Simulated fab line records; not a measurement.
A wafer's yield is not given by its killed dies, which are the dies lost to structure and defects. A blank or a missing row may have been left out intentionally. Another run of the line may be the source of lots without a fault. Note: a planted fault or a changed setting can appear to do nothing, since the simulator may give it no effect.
The tool behind it: which one? | flow sky130 | 38 wafers from 14 lots sampled at 5 of the route's 708 steps

## WHAT THE GAUGES SHOWED, per wafer
SKY_SD_N_RS_MEAS_16: uses a four-point probe to measure.
lot  | measured     | on            | SD_N_RS (ohm/sq)
L148 | day 28 16:05 | film_metro-02 | 68.58 68.53 68.54
L149 | day 29 01:22 | film_metro-02 | 68.54 68.45 68.62
L150 | day 29 07:10 | film_metro-01 | 68.76 68.74 68.72
L151 | day 29 10:05 | film_metro-03 | 68.78 68.72 68.77
L152 | day 29 21:32 | film_metro-01 | 68.55 68.62 68.62
L154 | day 30 14:16 | film_metro-03 | 68.77 68.62 68.60
L153 | day 30 18:10 | film_metro-02 | 68.70 68.78 68.65
L155 | day 30 20:12 | film_metro-01 | 68.83 68.64 68.65
L157 | day 31 01:22 | film_metro-01 | 68.66 68.58 68.62
L158 | day 32 09:35 | film_metro-02 | 68.60 68.64 68.67
L161 | day 32 16:59 | film_metro-01 | 68.69
L162 | day 32 21:53 | film_metro-03 | 68.66 68.63
L163 | day 33 02:53 | film_metro-01 | 68.44 68.57
L169 | day 34 20:23 | film_metro-01 | 68.52 68.34 68.62

SKY_LI_CONTACT_BOW_MEAS_03.
lot  | measured     | on            | LI_CONTACT_BOW (um)
L148 | day 28 16:56 | film_metro-03 | 52 56 49
L149 | day 29 02:12 | film_metro-03 | 48 45 48
L150 | day 29 08:01 | film_metro-01 | 56 59 54
L151 | day 29 10:56 | film_metro-02 | 47 46 54
L152 | day 29 22:22 | film_metro-02 | 57 50 62
L154 | day 30 15:08 | film_metro-03 | 54 56 68
L153 | day 30 19:01 | film_metro-01 | 56 56 70
L155 | day 30 21:02 | film_metro-02 | 53 51 50
L157 | day 31 02:16 | film_metro-02 | 62 51 50
L158 | day 32 10:26 | film_metro-02 | 52 47 49
L161 | day 32 17:49 | film_metro-02 | 57
L162 | day 32 22:43 | film_metro-01 | 53 63
L163 | day 33 03:44 | film_metro-02 | 66 54
L169 | day 34 21:14 | film_metro-03 | 54 65 64

SKY_CONTACT_CD_MEAS_14 targets a cd of 170 nm.
lot  | measured     | on        | cd_nm (nm)
L148 | day 32 06:46 | cd_sem-02 | 171.4 171.9 172.2
L149 | day 32 17:33 | cd_sem-02 | 169.5 168.8 169.3
L150 | day 32 21:56 | cd_sem-02 | 170.3 171.2 170.3
L151 | day 33 01:09 | cd_sem-02 | 168.8 167.9 168.5
L152 | day 33 11:49 | cd_sem-01 | 168.7 169.1 167.4
L154 | day 34 02:58 | cd_sem-02 | 169.7 168.0 169.8
L153 | day 34 07:49 | cd_sem-01 | 172.7 171.2 170.5
L155 | day 34 08:46 | cd_sem-02 | 171.1 171.8 171.4
L157 | day 34 14:46 | cd_sem-01 | 170.4 170.7 169.6
L158 | day 35 21:25 | cd_sem-01 | 168.2 167.4 167.1
L161 | day 36 04:55 | cd_sem-01 | 111.6 111.6
L162 | day 36 09:05 | cd_sem-02 | 109.4 170.0 109.4 169.8
L163 | day 36 15:08 | cd_sem-01 | 109.6 169.0 109.5 168.8
L169 | day 38 04:54 | cd_sem-01 | 169.9 170.4 170.0

SKY_METAL1_THK_MEAS_06: measures by xrf.
lot  | measured     | on            | METAL1_ALCU_THK (nm)
L148 | day 32 08:33 | film_metro-02 | 255 257 255
L149 | day 32 19:19 | film_metro-04 | 249 253 250
L150 | day 32 23:46 | film_metro-03 | 257 252 255
L151 | day 33 02:56 | film_metro-04 | 249 250 247
L152 | day 33 13:35 | film_metro-04 | 246 250 250
L154 | day 34 04:47 | film_metro-02 | 259 255 260
L153 | day 34 09:38 | film_metro-04 | 259 256 257
L155 | day 34 10:34 | film_metro-04 | 257 259 261
L157 | day 34 16:37 | film_metro-03 | 255 253 259
L158 | day 35 23:13 | film_metro-04 | 254 256 255
L162 | day 36 13:53 | film_metro-04 | 258
L163 | day 37 06:29 | film_metro-04 | 254
L169 | day 38 06:43 | film_metro-02 | 255 252 253

## EACH LOT AND THE TOOL THAT RAN IT (in order: tool; ch and the chambers of the sampled wafers; start)
lot  | SKY_CONTACT_EXPOSE_11
L148 | krf_scanner-01 ch 0, day 31 17:58
L149 | krf_scanner-02 ch 0, day 32 03:58
L150 | krf_scanner-01 ch 0, day 32 08:33
L151 | krf_scanner-02 ch 0, day 32 12:00
L152 | krf_scanner-02 ch 0, day 32 23:05
L154 | krf_scanner-01 ch 0, day 33 13:56
L153 | krf_scanner-01 ch 0, day 33 18:21
L155 | krf_scanner-01 ch 0, day 33 19:31
L157 | krf_scanner-02 ch 0, day 34 01:32
L158 | krf_scanner-01 ch 0, day 35 08:56
L161 | krf_scanner-02 ch 0, day 35 15:40
L162 | krf_scanner-02 ch 0, day 35 20:05
L163 | krf_scanner-02 ch 0, day 36 01:43
L169 | krf_scanner-01 ch 0, day 37 18:01
- SKY_CONTACT_EXPOSE_11: exposes mask CTM1, target cd 170 nm.

## WHAT THE TOOLS THEMSELVES READ (means of the sampled wafers that have a number; where no wafer has one, the mark that the record gives instead)
The record holds no such reading with a usual standard deviation.

## THE ANSWER, worked out from the rows above alone
Rule: what is usual is taken from the lots themselves. The widest of any qualifying gaps counts: lots, ordered by their means at a reading, are off when they make up no more than a third of the lots, leave a main group of 4 or more, and stand apart from it by 3 or more times the standard deviation of that group's means. A main group is skipped when, at the precision printed for the reading in the tables above, its means are all equal. A lot without any number at a reading at which 4 lots or more have one is off too. Where the step has rows for the other lots, those lots are counted as sound. First the gauges in route order, then the tools' own readings, where a lot's mean is used as printed above. The first step at which some lot is off is used, and at that step the reading that is off furthest; a lot without a number counts as furthest.
Off, at SKY_CONTACT_CD_MEAS_14 on cd_nm: L161, L162, L163. Main group: mean 169.9 nm, sd 1.4.
A tool fits if, at a process step before that reading, it ran every lot that is off, and no sound lot after the first of them. Gauges at SKY_CONTACT_CD_MEAS_14: tried the same way as those tools. One fits: SKY_CONTACT_EXPOSE_11 on krf_scanner-02. A fault onset in the window from L157 (day 34 01:32, its last sound lot) to L161 (day 35 15:40, its first lot off) fits.

## WHAT THE SIMULATOR HAD INSERTED
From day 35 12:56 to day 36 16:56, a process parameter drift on krf_scanner-02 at SKY_CONTACT_EXPOSE_11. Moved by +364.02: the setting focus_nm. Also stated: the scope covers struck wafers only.
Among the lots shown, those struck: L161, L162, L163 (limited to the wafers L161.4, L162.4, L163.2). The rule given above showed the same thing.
